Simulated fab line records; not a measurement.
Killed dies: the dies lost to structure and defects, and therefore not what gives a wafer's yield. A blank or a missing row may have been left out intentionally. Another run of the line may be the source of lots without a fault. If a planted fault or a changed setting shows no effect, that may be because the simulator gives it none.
Check for tools in common -- flow gf180mcu -- Lots sampled 13, wafers sampled 38

WHY IT WAS OPENED
At GF_V3_THK_MEAS_01 the reading V3_CVD_00_THK is flagged on 1 of 13 lots. Wafers without a fault read 603 nm, standard deviation 6.9.
Rule: flag the lot when none of its wafers has a number, or when each of its wafers that has one lies beyond 4 standard deviations from that mean. The rest of the lots are taken to be sound.

lot,measured,on,"V3_CVD_00_THK (nm), wafer by wafer",flag
L976,day 21 17:14,film_metro-03,601 607 606,
L977,day 22 05:25,film_metro-03,605 605 603,
L978,day 22 15:46,film_metro-04,605 591 601,
L979,day 22 23:47,film_metro-03,606 603 603,
L985,day 25 00:55,film_metro-04,592 605 604,
L986,day 25 14:14,film_metro-02,596 616 599,
L987,day 25 17:10,film_metro-04,612 611 613,
L988,day 25 22:49,film_metro-02,608 618 610,
L989,day 26 08:42,film_metro-03,612 614 610,
L990,day 26 13:07,film_metro-03,610 597 607,
L995,day 28 03:40,film_metro-02,507 506,FLAGGED
L997,day 28 12:04,film_metro-04,594 595 601,
L998,day 29 01:48,film_metro-04,595 608 596,
The mean of the flagged lots' numbers is 506 nm, -96 nm from the usual (-14 standard deviations).

WHICH TOOL RAN EACH LOT
Before the reading, the record contains 2 process steps out of a 602-step route. Every cell lists first the tool, next ch and the chambers used by the sampled wafers, and last the start.
lot,flag,GF_M3_SPUTTER_03,GF_V3_CVD_00
L976,,"pvd_sputter-04, day 20 16:44","hdpcvd-01 ch 1,2, day 21 17:10"
L977,,"pvd_sputter-04, day 21 04:43","hdpcvd-01 ch 0,2, day 22 05:20"
L978,,"pvd_sputter-01, day 21 14:59","hdpcvd-02 ch 0,2, day 22 15:40"
L979,,"pvd_sputter-01, day 21 23:55","hdpcvd-02 ch 0,1,2, day 22 23:41"
L985,,"pvd_sputter-01, day 24 02:06","hdpcvd-01 ch 0,1, day 25 00:50"
L986,,"pvd_sputter-04, day 24 16:09","hdpcvd-01 ch 0,1, day 25 14:08"
L987,,"pvd_sputter-02, day 24 18:49","hdpcvd-01 ch 0,2, day 25 17:05"
L988,,"pvd_sputter-04, day 25 00:28","hdpcvd-01 ch 0,1, day 25 22:44"
L989,,"pvd_sputter-02, day 25 11:07","hdpcvd-02 ch 0,1, day 26 08:38"
L990,,"pvd_sputter-01, day 25 15:31","hdpcvd-01 ch 0,1,2, day 26 13:02"
L995,FLAGGED,"pvd_sputter-02, day 27 06:48","hdpcvd-01 ch 0, day 28 03:35"
L997,,"pvd_sputter-02, day 27 15:41","hdpcvd-02 ch 0,2, day 28 11:58"
L998,,"pvd_sputter-02, day 28 05:32","hdpcvd-02 ch 0,2, day 29 01:44"
What the steps here do:
- GF_M3_SPUTTER_03: material Ti, target thk 10 nm, time 6.7 s.
- GF_V3_CVD_00: deposits SiO2, target thk 600 nm, time 100 s.
- GF_V3_THK_MEAS_01

FLAGGED OVER TOTAL, TOOL BY TOOL (the gauges that took the reading come last)
step,tool,lots run,flagged,share of the flagged lots,sound lots run after its first flagged lot
GF_M3_SPUTTER_03,pvd_sputter-01,4,0,none,-
GF_M3_SPUTTER_03,pvd_sputter-02,5,1,all,"2 (L997,L998)"
GF_M3_SPUTTER_03,pvd_sputter-04,4,0,none,-
GF_V3_CVD_00,hdpcvd-01,8,1,all,0
GF_V3_CVD_00,hdpcvd-02,5,0,none,-
GF_V3_THK_MEAS_01,film_metro-02,3,1,all,0
GF_V3_THK_MEAS_01,film_metro-03,5,0,none,-
GF_V3_THK_MEAS_01,film_metro-04,5,0,none,-

WHAT IS ALLOWED BY THE TABLE
In the table, 3 rows ran each flagged lot (pvd_sputter-02 at GF_M3_SPUTTER_03; hdpcvd-01 at GF_V3_CVD_00; film_metro-02 at GF_V3_THK_MEAS_01).
- pvd_sputter-02 at GF_M3_SPUTTER_03: 1 of its 5 lots flagged. Sound lots followed the first flagged one (L997, L998) on it, something a lasting fault affecting the whole tool could not allow.
- hdpcvd-01 at GF_V3_CVD_00: 1 of its 8 lots flagged. Last sound lot L990 at day 26 13:02, first flagged lot L995 at day 28 03:35; a fault beginning in between fits. Its own readings lie more than 4 standard deviations out on every wafer of the flagged lots: sih4_flow_sccm.
- film_metro-02 at GF_V3_THK_MEAS_01: 1 of its 3 lots flagged. Last sound lot L988 at day 25 22:49, first flagged lot L995 at day 28 03:40; a fault beginning in between fits.
Because each of these 2 tools fits a fault that began at some hour, counting lots does not separate them. More lots, or a look at what each step does to the wafer, might.

WHAT THE SIMULATOR HAD INSERTED
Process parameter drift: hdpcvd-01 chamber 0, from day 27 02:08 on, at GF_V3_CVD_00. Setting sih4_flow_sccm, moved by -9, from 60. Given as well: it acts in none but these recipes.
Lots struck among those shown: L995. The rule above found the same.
